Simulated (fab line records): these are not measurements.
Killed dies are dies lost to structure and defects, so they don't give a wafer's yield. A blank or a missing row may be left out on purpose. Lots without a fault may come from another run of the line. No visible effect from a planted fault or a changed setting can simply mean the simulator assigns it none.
Struck lot and sound lot, side by side    flow sky130    17 steps out of a route of 708
Sound: the wafers L833.2, L833.5, L833.6. Wafers struck: L840.2, L840.3, L840.6. The cause is named last.
Each step with rows lists, per side, the tool, then ch with its chambers, then its first start. Under that, the readings that differ: sound wafers    struck wafers    difference of the means    sigmas: that difference in standard deviations of wafers without a fault.
alike: readings whose means differ by less than 2 such deviations, and words and numbers that are the same on both sides. not compared: withheld readings, readings that some wafer has no value for, bounds like >300 that may hide the same value, and numbers for which the record gives no deviation and whose values overlap.
A row with sigmas, a row that says differs or no value, or rows on one side alone: a step with any of these is where the two part. When numbers do not overlap yet have no deviation, they are printed without sigmas and do not part them. A reading that every wafer of one side lacks parts them only if that side has two wafers or more.

SKY_LOCAL_INTERCONNECT_RS_MEAS_01: uses a four-point probe to measure.
  sound on film_metro-04, day 32 22:23; struck on film_metro-02, day 34 19:11
  alike: LOCAL_INTERCONNECT_TIN_RS
SKY_LOCAL_INTERCONNECT_THK_MEAS_02: measures by xrf.
  sound on film_metro-04, day 32 22:30; struck on film_metro-02, day 34 19:17
  alike: LOCAL_INTERCONNECT_TIN_THK
then, 8 steps without rows for these wafers: SKY_LOCAL_INTERCONNECT_DEHYDRATE_03 (time 60 s); SKY_LOCAL_INTERCONNECT_HMDS_04 (prime time 60 s); SKY_LOCAL_INTERCONNECT_COAT_05 (resist thk 60 nm); SKY_LOCAL_INTERCONNECT_COAT_06 (resist thk 450 nm); SKY_LOCAL_INTERCONNECT_SOFTBAKE_07 (time 90 s); SKY_LOCAL_INTERCONNECT_EXPOSE_08 (exposes mask LI1M, target cd 170 nm); SKY_LOCAL_INTERCONNECT_PEB_09; SKY_LOCAL_INTERCONNECT_DEVELOP_10 (develop time 60 s).
SKY_LOCAL_INTERCONNECT_CD_MEAS_11: the cd target is 170 nm.
  sound on cd_sem-02, day 34 01:20; struck on cd_sem-01, day 35 21:27
  alike: cd_nm
SKY_LOCAL_INTERCONNECT_OVL_MEAS_12:
  sound on overlay-01, day 34 01:26; struck on overlay-01, day 35 21:34
  alike: LOCAL_INTERCONNECT_OVL
SKY_LOCAL_INTERCONNECT_ETCH_13: etches BARC in N2/H2, stops on SiO2, time 45.9 s, target depth 60 nm.
  sound on rie_metal-03 ch 0,1, day 34 01:28; struck on rie_metal-04 ch 0,1, day 35 21:35
  no value came back on the struck wafers for any of 5 readings (bias_w (W), chamber_pressure_mTorr (mTorr) and others); on the sound wafers bias_w (W) reads 100.01 99.75 100.33
reading                                                    sound            struck             difference  sigmas
model.KrF-thick_of_LOCAL_INTERCONNECT_COAT_06.thk_nm (nm)  391.4 393.5 393  438.7 436.7 436.9  +44.8       
  not compared: rf_hours_counter_h
SKY_LOCAL_INTERCONNECT_METAL_ETCH_14: etches TiN in Cl2/BCl3, stops on PSG, target depth 110 nm, time 31.4 s.
  sound on rie_metal-03 ch 0,1, day 34 01:32; struck on rie_metal-04 ch 0,1, day 35 21:39
reading                                                    sound                 struck                difference  sigmas
oes_product_au (a.u.)                                      0.949 0.940 0.961     0.373 0.378 0.379     -0.573      -59
throttle_valve_pct (%)                                     21.904 21.897 21.879  22.274 22.259 22.262  +0.372      +37
model.KrF-thick_of_LOCAL_INTERCONNECT_COAT_06.thk_nm (nm)  347.6 349.6 349.1     394.9 392.3 392.7     +44.5       
  alike: bcl3_flow_sccm, bias_w, drypump_motor_current_A
  not compared: rf_hours_counter_h
SKY_LOCAL_INTERCONNECT_STRIP_15: strips in O2/N2.
  sound on plasma_asher-04 ch 0,1, day 34 01:35; struck on plasma_asher-01 ch 0, day 35 21:42
reading                       sound              struck             difference  sigmas
oes_product_au (a.u.)         0.432 0.425 0.418  0.451 0.446 0.454  +0.025      +6
strip_time_to_endpoint_s (s)  4.701 4.731 4.717  5.191 5.166 5.183  +0.464      +24
  alike: drypump_motor_current_A
  not compared: rf_hours_counter_h
then, 1 step without rows for these wafers: SKY_LOCAL_INTERCONNECT_STRIP_16 (strips in post etch residue remover, time 1200 s).
-- a jump in the record: the struck wafers' starts before and after are 14 days apart (it breaks off in module LOCAL_INTERCONNECT and resumes in module PAD_OPEN, where the first step shown is number 708 of the route) --
SKY_PAD_OPEN_PROBE_99:
  record: rows for the struck wafers here (prober-02, day 49 18:59), none for the sound ones

## WHERE THEY PART
Last at SKY_PAD_OPEN_PROBE_99 as far as this record goes, first at SKY_LOCAL_INTERCONNECT_ETCH_13.

WHY: the cause the simulator had injected
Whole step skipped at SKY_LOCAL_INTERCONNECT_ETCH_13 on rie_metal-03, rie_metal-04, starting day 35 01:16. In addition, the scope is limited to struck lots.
